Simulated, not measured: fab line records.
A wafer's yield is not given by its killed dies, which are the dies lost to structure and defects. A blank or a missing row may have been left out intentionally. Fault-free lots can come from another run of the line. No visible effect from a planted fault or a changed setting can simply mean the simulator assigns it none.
Struck lot and sound lot, side by side -- flow sky130 -- 16 steps out of a route of 708
Sound: the wafers L635.4, L635.5, L635.6. Struck: wafer L640.3 (left out: L640.4, L640.5 of the same lot, which were not struck); the cause appears at the end.
Order at every step that has rows: each side's tool, ch and its chambers, its first start. Under that, the readings that differ: sound wafers -- struck wafers -- difference of the means -- sigmas: that difference in standard deviations of wafers without a fault.
alike: same words and numbers on both sides, and readings whose means sit less than 2 such deviations apart. not compared: any withheld reading, any reading some wafer has no value for, any bound like >300 that may hide the same value, and any number with overlapping values for which the record gives no deviation.
A row with sigmas, a row that says differs or no value, or rows on one side alone: a step with any of these is where the two part. Numbers that have no deviation but don't overlap get no sigmas and don't part them. A reading missing from all wafers of one side parts the sides only when that side holds two or more wafers.

first, 7 steps without rows for these wafers: SKY_METAL3_HMDS_06 (prime time 60 s); SKY_METAL3_COAT_07 (resist thk 60 nm); SKY_METAL3_COAT_08 (resist thk 1140 nm); SKY_METAL3_SOFTBAKE_09 (time 90 s); SKY_METAL3_EXPOSE_10 (exposes mask MM3, target cd 300 nm); SKY_METAL3_PEB_11; SKY_METAL3_DEVELOP_12 (develop time 60 s).
SKY_METAL3_CD_MEAS_13: the cd target is 300 nm.
  sound: cd-sem-02 at day 39 22:25; struck: cd-sem-02 at day 41 10:19
  alike: cd-nm
SKY_METAL3_OVL_MEAS_14:
  sound: overlay-01 at day 39 22:30; struck: overlay-02 at day 41 10:25
  alike: METAL3_OVL
SKY_METAL3_DESCUM_15: chemistry O2, time 8 s.
  sound on rie-metal-03 ch 0,1, day 39 22:32; struck on rie-metal-03 ch 0, day 41 10:27
  alike: chamber-pressure-mTorr, drypump-motor-current-A, oes-product-au
  not compared: rf-hours-counter-h
SKY_METAL3_ETCH_16: etches BARC in N2/H2, stops on SiO2, time 88.2 s, target depth 60 nm.
  sound on rie-metal-03 ch 0,1, day 39 22:35; struck on rie-metal-03 ch 0, day 41 10:34
reading,sound,struck,difference,sigmas
oes-product-au (a.u.),0.624 0.632 0.621,0.640,+0.014,+3
  alike: chamber-pressure-mTorr, drypump-motor-current-A, run-length-s, throttle-valve-pct
  not compared: rf-hours-counter-h
SKY_METAL3_ETCH_17: etches SiO2 in C4F8/O2/Ar, stops on TiN, time 3.9 s, target depth 15 nm.
  sound on rie-diel-01 ch 1,2,3, day 39 22:39; struck on rie-diel-01 ch 0, day 41 10:41
  alike: chamber-pressure-mTorr, oes-product-au
  not compared: rf-hours-counter-h
SKY_METAL3_METAL_ETCH_18: etches the open film in Cl2/BCl3, stops on SiO2, target depth 845 nm, time 183.1 s.
  sound on rie-metal-04 ch 0,1, day 39 22:43; struck on rie-metal-04 ch 0, day 41 10:46
reading,sound,struck,difference,sigmas
oes-product-au (a.u.),0.866 0.863 0.864,0.789,-0.075,-15
run-length-s (s),210.9 211.9 212.0,245.1,+33.5,+35
model.KrF-thick_of_METAL3_COAT_08.thk-nm (nm),515.7 516.8 535.2,447.3,-75.3,
model.METAL3.cd-nm (nm),297 295.3 298.6,289.9,-7.1,
model.SiO2_of_VIA2_HDPCVD_00.thk-nm (nm),465.7 463.7 465.5,460.5,-4.5,
  alike: bcl3-flow-sccm, chamber-pressure-mTorr, drypump-motor-current-A, throttle-valve-pct
  not compared: rf-hours-counter-h
SKY_METAL3_STRIP_19: strips in O2/N2.
  sound on plasma-asher-02 ch 0,1, day 39 22:53; struck on plasma-asher-03 ch 0, day 41 10:55
reading,sound,struck,difference,sigmas
drypump-motor-current-A (A),5.96 5.80 5.96,5.20,-0.71,-3
oes-product-au (a.u.),0.490 0.501 0.509,0.471,-0.029,-5
strip-time-to-endpoint-s (s),6.42 6.43 6.62,5.73,-0.76,-9
  alike: chamber-pressure-mTorr
  not compared: rf-hours-counter-h
then, 1 step without rows for these wafers: SKY_METAL3_STRIP_20 (strips in post etch residue remover, time 1200 s).
-- the record jumps here: 7 days lie between the struck wafers' starts before and after (it left off in module METAL3 and takes up again in module PAD_OPEN, whose first step shown is number 708 of the route) --
SKY_PAD_OPEN_PROBE_99:
  sound: prober-01 at day 46 21:32; struck: prober-02 at day 48 03:49
reading,sound,struck,difference,sigmas
model.etest.met3.width-nm (nm),299 296.4 304,290.8,-9.0,
model.etest.met3.line-ohm-um,0.1427 0.1442 0.1416,0.1471,+0.0043,
  alike: defect-limited-yield, killed_at_M0_to_M3, killed_at_M4_up, killed-at-contacts, killed-at-front-end, killed-at-other, killed-dies, killed-open, killed-short, sort_bin_3_pad_short, sort_bin_5_function, sort_bin_6_memory, sort-n-pass, sort-yield-pct

== WHERE THEY PART ==
Last at SKY_METAL3_STRIP_19 as far as this record goes, first at SKY_METAL3_ETCH_16. Later steps at which nothing parts them and some readings are alike: SKY_PAD_OPEN_PROBE_99.

WHY: whatever the simulator had introduced
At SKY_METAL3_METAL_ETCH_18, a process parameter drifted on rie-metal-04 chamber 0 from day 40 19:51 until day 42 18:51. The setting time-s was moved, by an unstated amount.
